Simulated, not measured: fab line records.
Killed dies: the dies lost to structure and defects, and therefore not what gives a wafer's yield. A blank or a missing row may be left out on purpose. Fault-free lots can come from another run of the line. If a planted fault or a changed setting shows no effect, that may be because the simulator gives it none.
The tool behind it: which one? :: flow gf180mcu :: 11 lots with 33 wafers sampled at 2 steps, on a route of 602 steps

== WHAT EACH GAUGE READ, for each wafer ==
GF_V4_BOW_MEAS_05.
lot: L134
measured: day 24 00:53
on: film-metro-04
V4_BOW (um): 131 137 138

lot: L137
measured: day 25 07:25
on: film-metro-02
V4_BOW (um): 143 143 144

lot: L138
measured: day 25 13:41
on: film-metro-02
V4_BOW (um): 117 125 134

lot: L139
measured: day 25 20:58
on: film-metro-04
V4_BOW (um): 120 125 132

lot: L140
measured: day 26 02:52
on: film-metro-03
V4_BOW (um): 131 126 127

lot: L141
measured: day 26 09:25
on: film-metro-03
V4_BOW (um): 140 133 125

lot: L149
measured: day 28 19:04
on: film-metro-03
V4_BOW (um): 139 130 138

lot: L151
measured: day 29 08:46
on: film-metro-04
V4_BOW (um): 150 135 140

lot: L153
measured: day 30 02:59
on: film-metro-02
V4_BOW (um): 130 129 139

lot: L152
measured: day 30 04:40
on: film-metro-02
V4_BOW (um): 130 132 156

lot: L155
measured: day 30 13:49
on: film-metro-03
V4_BOW (um): 135 126 133

GF_V4_RS_MEAS_24: measurement is done with a four-point probe.
lot: L134
measured: day 25 00:39
on: film-metro-03
V4_W_RS (ohm/sq): 0.325 0.322 0.321

lot: L137
measured: day 26 05:18
on: film-metro-02
V4_W_RS (ohm/sq): 0.325 0.323 0.325

lot: L138
measured: day 26 11:52
on: film-metro-03
V4_W_RS (ohm/sq): 0.326 0.322 0.323

lot: L139
measured: day 26 19:08
on: film-metro-04
V4_W_RS (ohm/sq): 0.320 0.322 0.321

lot: L140
measured: day 27 00:43
on: film-metro-03
V4_W_RS (ohm/sq): 0.326 0.328 0.330

lot: L141
measured: day 27 07:14
on: film-metro-02
V4_W_RS (ohm/sq): 0.322 0.325 0.325

lot: L149
measured: day 29 15:44
on: film-metro-04
V4_W_RS (ohm/sq): 0.330 0.329 0.327

lot: L151
measured: day 30 04:29
on: film-metro-03
V4_W_RS (ohm/sq): 0.322 0.327 0.327

lot: L153
measured: day 30 22:11
on: film-metro-04
V4_W_RS (ohm/sq): 0.318 0.315 0.322

lot: L152
measured: day 31 00:02
on: film-metro-03
V4_W_RS (ohm/sq): 0.328 0.328 0.327

lot: L155
measured: day 31 09:20
on: film-metro-02
V4_W_RS (ohm/sq): 0.325 0.318 0.326

== WHICH TOOL RAN EACH LOT (tool, then ch and the chambers of the sampled wafers, then the start) ==
Before these readings, the record contains no process step.

== AS READ BY THE TOOLS THEMSELVES (means over the sampled wafers that have a number; for cases with no such wafer, the mark the record gives instead) ==
The record holds no such reading with a usual standard deviation.

== THE ANSWER, worked out from the rows above alone ==
Rule: the usual values come from the lots themselves. Put in order of their means at a reading, lots are off if they are a third of the lots or fewer, leave a main group of 4 or more, and stand apart from it by a gap of 3 or more times the standard deviation of the main group's means; of several such gaps the widest counts. The tables above print the reading to a certain number of digits; a main group whose means all agree to those digits is not used. Also off: a lot with no number at a reading for which 4 or more lots have one. Where the step has rows for the other lots, those lots are counted as sound. After the gauges, taken in route order, come the tools' own readings; for these a lot's mean is taken, as printed above. The first step at which some lot is off is used, and at that step the reading that is off furthest; a lot without a number counts as furthest.
No lot is off on any of the readings shown, so nothing can be concluded from this.

== WHAT THE SIMULATOR HAD PUT IN ==
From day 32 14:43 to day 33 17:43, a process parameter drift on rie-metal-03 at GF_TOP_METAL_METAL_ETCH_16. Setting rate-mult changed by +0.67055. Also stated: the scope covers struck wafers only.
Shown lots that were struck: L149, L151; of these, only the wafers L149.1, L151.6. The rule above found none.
